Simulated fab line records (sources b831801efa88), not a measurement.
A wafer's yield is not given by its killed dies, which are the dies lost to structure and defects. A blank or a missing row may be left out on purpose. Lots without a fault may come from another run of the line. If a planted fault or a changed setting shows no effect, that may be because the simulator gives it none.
Lot-split experiment | flow gf180mcu | 23 wafers read across 5 lots, on a route 602 steps long

== THE SPLIT ITSELF ==
At GF_HV_LDD_DEVELOP_45 (develop time 60 s), the setting dev temp c was moved away from the recipe's 23 C on 8 of the 23 wafers read, by -7.1% to +10.2%. All remaining wafers had this setting at the recipe value.

The file shows no step between the split and the reading.

== THE READING ==
cd nm (nm) at GF_HV_LDD_CD_MEAS_46, where the cd target is 400 nm. Typical for fault-free wafers on this fab line: 399.3 nm, with standard deviation 2.1 nm.

wafer  | tool, chamber at the split | dev temp c as run, C | against the recipe | cd nm, nm | against lot-mates on the recipe
L075.2 | litho track-01, 0          | 23                   | recipe             | 396.5     | -
L075.3 | litho track-01, 0          | 23                   | recipe             | 395.4     | -
L075.4 | litho track-01, 0          | 23                   | recipe             | 399.0     | -
L075.5 | litho track-01, 0          | 23                   | recipe             | 397.6     | -
L075.6 | litho track-01, 0          | 23                   | recipe             | 396.0     | -
L077.1 | litho track-03, 0          | 23                   | recipe             | 402.1     | -
L077.2 | litho track-03, 0          | 25.35                | +10.2%             | 393.9     | -7.7
L077.4 | litho track-03, 0          | 23                   | recipe             | 401.0     | -
L077.5 | litho track-03, 0          | 25.35                | +10.2%             | 390.9     | -10.7
L077.6 | litho track-03, 0          | 25.35                | +10.2%             | 395.1     | -6.4
L080.2 | litho track-03, 0          | 23                   | recipe             | 399.0     | -
L080.3 | litho track-03, 0          | 23                   | recipe             | 400.6     | -
L080.6 | litho track-03, 0          | 23                   | recipe             | 400.3     | -
L084.1 | litho track-01, 0          | 21.36                | -7.1%              | 405.2     | +4.3
L084.2 | litho track-01, 0          | 21.36                | -7.1%              | 407.8     | +6.9
L084.3 | litho track-01, 0          | 23                   | recipe             | 402.8     | -
L084.5 | litho track-01, 0          | 21.36                | -7.1%              | 405.2     | +4.3
L084.6 | litho track-01, 0          | 23                   | recipe             | 399.0     | -
L085.1 | litho track-01, 0          | 23                   | recipe             | 402.1     | -
L085.2 | litho track-01, 0          | 24.15                | +5.0%              | 398.0     | -2.8
L085.3 | litho track-01, 0          | 23                   | recipe             | 399.1     | -
L085.4 | litho track-01, 0          | 23                   | recipe             | 401.1     | -
L085.5 | litho track-01, 0          | 24.15                | +5.0%              | 394.7     | -6.1

THE FIT
A straight line over all 23 wafers: cd nm changes by -0.714 nm for each +1% of dev temp c; r = -0.85; the points scatter about the line by 2.2 nm.
The same after taking each lot's own level away (the mean of its wafers on the recipe; 23 wafers): -0.786 nm for each +1%; r = -0.94; scatter 1.4 nm.
According to that fit, moving dev temp c by its largest amount changes the reading by 8 nm.
The lots' own levels span 396.90 to 401.55 nm, that is 2.2 times the standard deviation above.
The two slopes agree, so the slope changes little with the lot-to-lot level.
Check: with one of the wafers moved furthest among these (+10.2%) left out of the fit, the line predicts -8.3 nm for it against its lot-mates. It came out at -7.65 nm against them.

== THE OTHER SPLITS THESE WAFERS WENT THROUGH ==
Other splits were also applied to these wafers ahead of the reading. Each is held against what the fit with the lots' levels taken away leaves over:
other split on the same wafers      | wafers away from the commonest value | r with cd nm (lot level and that fit taken away)
GF_VT_IMPLANT_IMPLANT_19 dose cm2   | 10                                   | -0.28
GF_VT_IMPLANT_COAT_24 resist thk nm | 4                                    | -0.08
GF_VT_IMPLANT_IMPLANT_30 tilt deg   | 6                                    | -0.08
GF_VT_IMPLANT_IMPLANT_41 dose cm2   | 6                                    | +0.14
GF_HV_LDD_DEVELOP_06 dev temp c     | 10                                   | -0.41
GF_HV_LDD_IMPLANT_09 dose cm2       | 4                                    | +0.03
GF_HV_LDD_DEVELOP_18 develop time s | 8                                    | +0.08
GF_HV_LDD_EXPOSE_28 dose mj         | 5                                    | +0.12

== FILE'S OWN FIT ==
cd nm changes by -0.798 nm for each +1% of dev temp c, r = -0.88.
